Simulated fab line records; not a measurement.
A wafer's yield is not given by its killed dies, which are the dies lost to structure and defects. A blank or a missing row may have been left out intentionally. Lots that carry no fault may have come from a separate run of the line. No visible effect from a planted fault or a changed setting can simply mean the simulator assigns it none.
What tool caused it? :: flow sky130 :: 13 lots, 39 wafers sampled, at 3 steps of a route of 708

## WHAT THE GAUGES READ, wafer by wafer
SKY_FIELD_ISO_BOW_MEAS_00.
lot: L583
measured: day 1 10:01
on: film-metro-02
INCOMING_BOW (um): -1 7 5

lot: L584
measured: day 1 15:00
on: film-metro-03
INCOMING_BOW (um): -1 -8 0

lot: L585
measured: day 1 20:04
on: film-metro-02
INCOMING_BOW (um): 5 1 3

lot: L592
measured: day 3 07:04
on: film-metro-03
INCOMING_BOW (um): 7 -9 -14

lot: L594
measured: day 3 17:01
on: film-metro-01
INCOMING_BOW (um): 1 5 -3

lot: L596
measured: day 4 03:01
on: film-metro-02
INCOMING_BOW (um): 4 -3 -7

lot: L597
measured: day 4 08:04
on: film-metro-03
INCOMING_BOW (um): 1 -8 -2

lot: L598
measured: day 4 13:00
on: film-metro-03
INCOMING_BOW (um): -2 -1 6

lot: L599
measured: day 4 18:00
on: film-metro-01
INCOMING_BOW (um): 11 3 -7

lot: L600
measured: day 4 23:00
on: film-metro-01
INCOMING_BOW (um): 8 -7 -2

lot: L604
measured: day 5 19:01
on: film-metro-03
INCOMING_BOW (um): -9 4 -10

lot: L605
measured: day 6 00:00
on: film-metro-03
INCOMING_BOW (um): 8 5 4

lot: L606
measured: day 6 05:00
on: film-metro-01
INCOMING_BOW (um): -6 3 5

SKY_LOCAL_INTERCONNECT_RS_MEAS_01: a four-point-probe measurement.
lot: L583
measured: day 30 07:14
on: film-metro-01
LOCAL_INTERCONNECT_TIN_RS (ohm/sq): 14.45 14.40 14.46

lot: L584
measured: day 30 06:04
on: film-metro-02
LOCAL_INTERCONNECT_TIN_RS (ohm/sq): 14.19 14.32 14.33

lot: L585
measured: day 30 04:55
on: film-metro-04
LOCAL_INTERCONNECT_TIN_RS (ohm/sq): 14.06 13.97 14.22

lot: L592
measured: day 32 11:13
on: film-metro-04
LOCAL_INTERCONNECT_TIN_RS (ohm/sq): 14.06 14.07 14.23

lot: L594
measured: day 32 21:14
on: film-metro-02
LOCAL_INTERCONNECT_TIN_RS (ohm/sq): 14.29 14.24 14.19

lot: L596
measured: day 33 19:10
on: film-metro-01
LOCAL_INTERCONNECT_TIN_RS (ohm/sq): 14.24 14.03 14.21

lot: L597
measured: day 34 02:50
on: film-metro-02
LOCAL_INTERCONNECT_TIN_RS (ohm/sq): 14.32 14.28 14.60

lot: L598
measured: day 34 07:23
on: film-metro-01
LOCAL_INTERCONNECT_TIN_RS (ohm/sq): 13.90 13.85 14.07

lot: L599
measured: day 34 09:31
on: film-metro-02
LOCAL_INTERCONNECT_TIN_RS (ohm/sq): 14.00 14.04 13.98

lot: L600
measured: day 36 08:16
on: film-metro-01
LOCAL_INTERCONNECT_TIN_RS (ohm/sq): 13.94 14.15 13.99

lot: L604
measured: day 36 10:03
on: film-metro-04
LOCAL_INTERCONNECT_TIN_RS (ohm/sq): 14.42 14.40 14.22

lot: L605
measured: day 36 11:27
on: film-metro-01
LOCAL_INTERCONNECT_TIN_RS (ohm/sq): 14.35 14.30 14.29

lot: L606
measured: day 36 18:37
on: film-metro-02
LOCAL_INTERCONNECT_TIN_RS (ohm/sq): 13.96 14.17 13.89

## TOOL THAT RAN EACH LOT (tool first, then ch and the chambers of the sampled wafers, then the start)
lot: L583
SKY_PWDE_IMPLANT_08: implanter-01 ch 0, day 4 12:26

lot: L584
SKY_PWDE_IMPLANT_08: implanter-03 ch 0, day 4 13:22

lot: L585
SKY_PWDE_IMPLANT_08: implanter-01 ch 0, day 4 13:22

lot: L592
SKY_PWDE_IMPLANT_08: implanter-01 ch 0, day 5 22:13

lot: L594
SKY_PWDE_IMPLANT_08: implanter-01 ch 0, day 6 09:26

lot: L596
SKY_PWDE_IMPLANT_08: implanter-03 ch 0, day 7 01:08

lot: L597
SKY_PWDE_IMPLANT_08: implanter-03 ch 0, day 7 07:40

lot: L598
SKY_PWDE_IMPLANT_08: implanter-04 ch 0, day 7 12:57

lot: L599
SKY_PWDE_IMPLANT_08: implanter-03 ch 0, day 7 16:47

lot: L600
SKY_PWDE_IMPLANT_08: implanter-04 ch 0, day 7 20:10

lot: L604
SKY_PWDE_IMPLANT_08: implanter-03 ch 0, day 8 17:04

lot: L605
SKY_PWDE_IMPLANT_08: implanter-03 ch 0, day 8 22:22

lot: L606
SKY_PWDE_IMPLANT_08: implanter-01 ch 0, day 9 13:00
- SKY_PWDE_IMPLANT_08

## WHAT THE TOOLS THEMSELVES READ (means of the sampled wafers that have a number; where no wafer has one, the mark that the record gives instead)
SKY_PWDE_IMPLANT_08.
lot: L583
tool: implanter-01
beam-energy-keV: 150.06

lot: L584
tool: implanter-03
beam-energy-keV: 150.00

lot: L585
tool: implanter-01
beam-energy-keV: 150.02

lot: L592
tool: implanter-01
beam-energy-keV: 133.46

lot: L594
tool: implanter-01
beam-energy-keV: 133.39

lot: L596
tool: implanter-03
beam-energy-keV: 150.01

lot: L597
tool: implanter-03
beam-energy-keV: 149.96

lot: L598
tool: implanter-04
beam-energy-keV: 149.93

lot: L599
tool: implanter-03
beam-energy-keV: 149.94

lot: L600
tool: implanter-04
beam-energy-keV: 150.01

lot: L604
tool: implanter-03
beam-energy-keV: 150.02

lot: L605
tool: implanter-03
beam-energy-keV: 149.98

lot: L606
tool: implanter-01
beam-energy-keV: 150.03

## THE ANSWER, worked out from the rows above alone
Rule: usual is defined by the lots themselves. The widest of any qualifying gaps counts: lots, ordered by their means at a reading, are off when they make up no more than a third of the lots, leave a main group of 4 or more, and stand apart from it by 3 or more times the standard deviation of that group's means. The tables above print the reading to a certain number of digits; a main group whose means all agree to those digits is not used. A lot without any number at a reading at which 4 lots or more have one is off too. The other lots that the step has rows for count as sound. The gauges are gone through in route order, then the tools' own readings, and for those a lot's mean is taken as printed above. At the first step where some lot is off, the reading lying furthest off is the one used; lots without a number count as furthest.
Off: L592, L594 (SKY_PWDE_IMPLANT_08, beam-energy-keV). The main group has a mean of 150.00 with a standard deviation of 0.038.
A tool fits if, at that step or a process step before it, it ran every lot that is off, and no sound lot after the first of them. Of those tried, none fits.

## WHAT WAS PUT IN BY THE SIMULATOR
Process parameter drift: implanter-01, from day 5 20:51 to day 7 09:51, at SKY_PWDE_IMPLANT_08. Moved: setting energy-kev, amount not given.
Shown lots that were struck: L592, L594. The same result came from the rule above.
